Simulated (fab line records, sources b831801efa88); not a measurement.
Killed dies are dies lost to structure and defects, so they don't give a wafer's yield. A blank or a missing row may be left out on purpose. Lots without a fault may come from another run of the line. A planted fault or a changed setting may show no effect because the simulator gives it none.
Which tool did it? | flow gf180mcu | 7 lots, 21 wafers sampled, at 4 steps of a route of 602

WHAT THE GAUGES READ, wafer by wafer
GF_M3_THK_MEAS_06: measures by xrf.
lot  | measured     | on            | M3_ALCU_THK (nm)
L685 | day 22 21:37 | film_metro-03 | 461 458 455
L687 | day 23 07:12 | film_metro-03 | 460 460 459
L689 | day 24 03:26 | film_metro-04 | 468 465 458
L692 | day 25 04:16 | film_metro-03 | 465 457 461
L696 | day 26 09:38 | film_metro-03 | 462 458 458
L701 | day 27 20:56 | film_metro-04 | 472 467 468

WHICH TOOL RAN EACH LOT (tool, then ch and the chambers of the sampled wafers, then the start)
lot  | GF_M2_METAL_ETCH_16               | GF_M2_STRIP_17                       | GF_V2_SPUTTER_21
L685 | rie_metal-01 ch 0,1, day 21 19:52 | plasma_asher-03 ch 0,1, day 21 19:58 | pvd_sputter-01, day 22 20:35
L687 | rie_metal-02 ch 0,1, day 22 04:47 | plasma_asher-03 ch 0,1, day 22 04:54 | pvd_sputter-04, day 23 06:08
L689 | rie_metal-04 ch 0,1, day 23 01:09 | plasma_asher-02 ch 0,1, day 23 01:15 | pvd_sputter-01, day 24 02:23
L692 | rie_metal-02 ch 0, day 24 03:06   | plasma_asher-04 ch 0,1, day 24 03:17 | pvd_sputter-01, day 25 03:11
L694 | rie_metal-04 ch 1, day 24 16:46   | plasma_asher-02 ch 0,1, day 24 16:59 | pvd_sputter-01, day 25 16:38
L696 | rie_metal-02 ch 1, day 25 08:54   | plasma_asher-02 ch 0,1, day 25 09:08 | pvd_sputter-01, day 26 08:36
L701 | rie_metal-01 ch 0,1, day 26 22:03 | plasma_asher-02 ch 0,1, day 26 22:10 | pvd_sputter-04, day 27 19:53
- GF_M2_METAL_ETCH_16: etches the open film in Cl2/BCl3, stops on SiO2, target depth 627.5 nm, time 99.59 s.
- GF_M2_STRIP_17: strips in O2/N2.
- GF_V2_SPUTTER_21: material Ti, target thk 15 nm, time 80.02 s.

THE ANSWER, worked out from the rows above alone
Rule: what is usual is taken from the lots themselves. Put in order of their means at a reading, lots are off if they are a third of the lots or fewer, leave a main group of 4 or more, and stand apart from it by a gap of 3 or more times the standard deviation of the main group's means; of several such gaps the widest counts. A main group whose means are all the same, to the digits that the tables above print for the reading, isn't used. A lot without any number at a reading at which 4 lots or more have one is off too. The other lots that the step has rows for count as sound.
No lot is off at any reading shown: from this, nothing can be told.

WHAT THE SIMULATOR HAD PUT IN
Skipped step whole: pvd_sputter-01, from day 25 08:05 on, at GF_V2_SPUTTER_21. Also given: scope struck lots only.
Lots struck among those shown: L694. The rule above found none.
